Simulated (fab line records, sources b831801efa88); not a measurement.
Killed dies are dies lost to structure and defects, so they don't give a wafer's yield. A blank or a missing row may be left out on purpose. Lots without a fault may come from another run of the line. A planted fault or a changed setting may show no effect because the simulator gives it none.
Which tool did it? | flow gf180mcu | 12 lots, 36 wafers sampled, at 1 step of a route of 602

WHAT THE GAUGES READ, wafer by wafer
GF_V1_RS_MEAS_24: measures by four-point-probe.
lot  | measured     | on            | V1_W_RS (ohm/sq)
L075 | day 18 09:44 | film_metro-02 | 0.331 0.329 0.326
L077 | day 19 11:11 | film_metro-01 | 0.326 0.326 0.331
L079 | day 19 21:28 | film_metro-01 | 0.323 0.326 0.329
L081 | day 20 23:30 | film_metro-02 | 0.321 0.333 0.321
L083 | day 21 15:10 | film_metro-02 | 0.331 0.332 0.328
L085 | day 22 07:00 | film_metro-02 | 0.330 0.323 0.332
L087 | day 23 00:25 | film_metro-01 | 0.333 0.330 0.331
L089 | day 23 20:48 | film_metro-03 | 0.327 0.329 0.330
L091 | day 24 04:47 | film_metro-01 | 0.331 0.331 0.332
L093 | day 24 23:07 | film_metro-01 | 0.328 0.318 0.316
L095 | day 25 13:18 | film_metro-01 | 0.332 0.336 0.334
L097 | day 26 08:11 | film_metro-02 | 0.325 0.320 0.327

WHICH TOOL RAN EACH LOT (tool, then ch and the chambers of the sampled wafers, then the start)
The record holds no process step before these readings.

THE ANSWER, worked out from the rows above alone
Rule: what is usual is taken from the lots themselves. Put in order of their means at a reading, lots are off if they are a third of the lots or fewer, leave a main group of 4 or more, and stand apart from it by a gap of 3 or more times the standard deviation of the main group's means; of several such gaps the widest counts. A main group whose means are all the same, to the digits that the tables above print for the reading, isn't used. A lot without any number at a reading at which 4 lots or more have one is off too. The other lots that the step has rows for count as sound.
No lot is off at any reading shown: from this, nothing can be told.

WHAT THE SIMULATOR HAD PUT IN
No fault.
